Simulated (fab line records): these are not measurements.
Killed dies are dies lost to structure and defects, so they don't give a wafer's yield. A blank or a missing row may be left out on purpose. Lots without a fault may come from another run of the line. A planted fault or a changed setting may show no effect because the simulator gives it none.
Which tool did it?	flow gf180mcu	45 wafers from 15 lots sampled at 6 of the route's 602 steps

WHAT THE GAUGES READ, wafer by wafer
GF_STI_BOW_MEAS_00. Usual: INCOMING_BOW 0 um, standard deviation 6.9.
lot	measured	on	INCOMING_BOW (um)	flag
L393	day 1 10:00	film_metro-01	-2 5 -5	
L394	day 1 15:00	film_metro-01	-9 2 4	
L395	day 1 20:01	film_metro-04	-4 2 10	
L396	day 2 01:01	film_metro-01	-3 -5 7	
L397	day 2 06:01	film_metro-04	-4 1 4	
L398	day 2 11:01	film_metro-01	20 7 2	
L402	day 3 07:00	film_metro-03	14 3 -1	
L409	day 4 18:04	film_metro-01	-1 -7 4	
L410	day 4 23:04	film_metro-04	-5 5 6	
L411	day 5 04:01	film_metro-01	3 3 9	
L412	day 5 09:00	film_metro-03	-6 1 4	
L413	day 5 14:00	film_metro-01	-3 -6 3	
L414	day 5 19:00	film_metro-01	-3 12 -10	
L415	day 6 00:00	film_metro-04	4 -18 10	
L416	day 6 05:01	film_metro-01	-4 2 3	

GF_HV_LDD_TW_MEAS_11. Usual: HV_LDD_TW 2428, standard deviation 35.
lot	measured	on	HV_LDD_TW	flag
L393	day 10 02:33	film_metro-03	2388 2397 2400	
L394	day 10 07:11	film_metro-02	2405 2407 2408	
L395	day 11 03:16	film_metro-03	2398 2397 2387	
L396	day 11 03:05	film_metro-02	2426 2429 2427	
L397	day 11 15:20	film_metro-03	2406 2408 2397	
L398	day 11 16:53	film_metro-02	2436 2428 2427	
L402	day 12 19:38	film_metro-02	2399 2403 2416	
L409	day 14 10:19	film_metro-03	30 30 30	OFF
L410	day 14 21:32	film_metro-04	31 30 31	OFF
L411	day 15 02:25	film_metro-04	31 31 31	OFF
L412	day 15 13:59	film_metro-02	2413 2403 2413	
L413	day 15 23:15	film_metro-03	2417 2387 2388	
L414	day 15 22:08	film_metro-04	2452 2467 2465	
L415	day 16 07:10	film_metro-04	2480 2460 2473	
L416	day 16 18:22	film_metro-03	2398 2399 2387	

GF_HV_LDD_RS_MEAS_53: measurement is done with a four-point probe. Usual: HV_LDD_RS 418.8 ohm/sq, standard deviation 1.1.
lot	measured	on	HV_LDD_RS (ohm/sq)	flag
L393	day 12 11:13	film_metro-02	419.7 419.1 418.1	
L394	day 12 16:22	film_metro-04	420.1 420.5 420.0	
L395	day 13 07:49	film_metro-03	419.1 418.9 419.4	
L396	day 13 07:13	film_metro-03	418.4 417.9 418.8	
L397	day 13 14:34	film_metro-02	418.1 418.1 417.3	
L398	day 13 16:07	film_metro-03	417.7 416.3 417.7	
L402	day 14 17:22	film_metro-03	417.8 418.9 417.6	
L409	day 17 05:10	film_metro-03	881.6 880.2 882.7	OFF
L410	day 17 17:11	film_metro-02	882.3 880.7 882.5	OFF
L411	day 17 21:59	film_metro-03	880.0 884.7 883.6	OFF
L412	day 18 10:38	film_metro-04	419.9 420.1 420.3	
L413	day 18 22:36	film_metro-02	419.1 419.5 419.9	
L414	day 18 22:18	film_metro-02	419.6 420.9 420.5	
L415	day 19 06:02	film_metro-04	419.6 419.6 420.0	
L416	day 19 17:52	film_metro-03	415.0 416.5 418.4	

GF_NSD_CD_MEAS_07: target cd 400 nm. Usual: cd_nm reads 400.0 nm (standard deviation 2.1).
lot	measured	on	cd_nm (nm)	flag
L393	day 13 04:49	cd_sem-01	398.7 398.9 401.8	
L394	day 13 08:46	cd_sem-01	399.6 399.0 399.4	
L395	day 14 00:07	cd_sem-01	399.3 398.9 399.4	
L396	day 13 23:49	cd_sem-02	398.7 398.3 401.9	
L397	day 14 10:53	cd_sem-02	403.7 404.7 402.9	
L398	day 14 17:20	cd_sem-01	402.7 399.5 398.9	
L402	day 15 19:50	cd_sem-02	396.3 399.3 397.6	
L412	day 19 12:37	cd_sem-02	403.6 401.1 402.2	
L413	day 19 23:55	cd_sem-02	400.7 401.4 402.0	
L414	day 19 23:38	cd_sem-01	401.8 400.7 400.7	
L415	day 20 05:59	cd_sem-01	396.5 398.4 399.6	
L416	day 20 19:08	cd_sem-02	401.8 401.5 403.2	

TOOL THAT RAN EACH LOT (tool first, then ch and the chambers of the sampled wafers, then the start)
lot	GF_NWELL_STRIP_10	GF_HV_LDD_IMPLANT_09
L393	plasma_asher-02 ch 0,1, day 3 09:05	implanter-04 ch 0, day 10 02:18
L394	plasma_asher-03 ch 0,1, day 3 14:39	implanter-04 ch 0, day 10 06:56
L395	plasma_asher-03 ch 0,1, day 4 00:38	implanter-01 ch 0, day 11 03:02
L396	plasma_asher-02 ch 0,1, day 4 00:53	implanter-04 ch 0, day 11 02:52
L397	plasma_asher-02 ch 1, day 4 13:36	implanter-04 ch 0, day 11 15:07
L398	plasma_asher-04 ch 0,1, day 4 13:57	implanter-04 ch 0, day 11 16:40
L402	plasma_asher-03 ch 0,1, day 5 11:45	implanter-01 ch 0, day 12 19:23
L409	plasma_asher-04 ch 0,1, day 6 22:40	implanter-01, day 14 10:06
L410	plasma_asher-03 ch 0,1, day 7 04:53	implanter-04, day 14 21:20
L411	plasma_asher-02 ch 0,1, day 7 11:12	implanter-04, day 15 02:11
L412	plasma_asher-04 ch 0,1, day 7 17:32	implanter-01 ch 0, day 15 13:44
L413	plasma_asher-02 ch 0,1, day 7 21:06	implanter-01 ch 0, day 15 23:00
L414	plasma_asher-03 ch 0,1, day 8 03:09	implanter-03 ch 0, day 15 21:53
L415	plasma_asher-04 ch 0,1, day 8 09:38	implanter-03 ch 0, day 16 06:55
L416	plasma_asher-03 ch 0,1, day 8 14:14	implanter-03 ch 0, day 16 18:07
- GF_NWELL_STRIP_10: strips in O2/N2.
- GF_HV_LDD_IMPLANT_09

WHAT THE TOOLS THEMSELVES READ (means of the sampled wafers that have a number; where no wafer has one, the mark that the record gives instead)
GF_NWELL_STRIP_10. Usual: drypump_motor_current_A 5.8 A, standard deviation 0.33; heater_power_w 321 W, standard deviation 15; oes_product_au 0.723 a.u., standard deviation 0.0041; strip_time_to_endpoint_s 36.96 s, standard deviation 0.12.
lot	tool	drypump_motor_current_A (A)	heater_power_w (W)	oes_product_au (a.u.)	strip_time_to_endpoint_s (s)	flag
L393	plasma_asher-02	5.7	326	0.722	37.01	
L394	plasma_asher-03	6.0	304	0.722	36.86	
L395	plasma_asher-03	5.7	312	0.725	37.02	
L396	plasma_asher-02	6.0	335	0.719	36.96	
L397	plasma_asher-02	5.5	327	0.724	36.88	
L398	plasma_asher-04	5.6	311	0.723	37.11	
L402	plasma_asher-03	5.7	319	0.727	36.89	
L409	plasma_asher-04	5.6	325	0.719	36.88	
L410	plasma_asher-03	5.7	312	0.725	37.07	
L411	plasma_asher-02	6.0	333	0.724	37.04	
L412	plasma_asher-04	5.6	320	0.723	36.89	
L413	plasma_asher-02	5.7	331	0.728	36.90	
L414	plasma_asher-03	5.7	315	0.722	36.87	
L415	plasma_asher-04	5.6	327	0.722	36.93	
L416	plasma_asher-03	5.7	320	0.719	36.94	

GF_HV_LDD_IMPLANT_09. Usual: beam_energy_keV 39.998, standard deviation 0.012; beam_on_s 10.00 s, standard deviation 0.22.
lot	tool	beam_energy_keV	beam_on_s (s)	flag
L393	implanter-04	39.992	9.92	
L394	implanter-04	40.001	10.23	
L395	implanter-01	39.997	10.16	
L396	implanter-04	39.979	10.27	
L397	implanter-04	39.999	9.89	
L398	implanter-04	39.991	9.74	
L402	implanter-01	39.999	9.80	
L409	implanter-01	-	-	OFF
L410	implanter-04	-	-	OFF
L411	implanter-04	-	-	OFF
L412	implanter-01	40.004	9.81	
L413	implanter-01	40.000	9.94	
L414	implanter-03	39.999	9.88	
L415	implanter-03	39.997	9.91	
L416	implanter-03	40.004	10.06	

THE ANSWER, worked out from the rows above alone
Rule: take the mean of a lot's wafers that have a number; if it is more than 3 standard deviations from the usual mean, the lot is off. Also off: a lot with no number at a reading for which 4 or more lots have one. The other lots that the step has rows for count as sound. Order of review: gauges by route order, followed by the tools' own readings, for which a lot's mean as printed above is used. The first step at which some lot is off is used, and at that step the reading that is off furthest; a lot without a number counts as furthest.
Off: L409, L410, L411, at GF_HV_LDD_TW_MEAS_11 (HV_LDD_TW).
A tool fits if, at a process step before that reading, it ran every lot that is off, and no sound lot after the first of them. The gauges at GF_HV_LDD_TW_MEAS_11 aren't tried: what is off there is off at GF_HV_LDD_IMPLANT_09 too, on other tools, and a gauge's error can't cause that. No candidate that was tried fits.

WHAT THE SIMULATOR HAD INSERTED
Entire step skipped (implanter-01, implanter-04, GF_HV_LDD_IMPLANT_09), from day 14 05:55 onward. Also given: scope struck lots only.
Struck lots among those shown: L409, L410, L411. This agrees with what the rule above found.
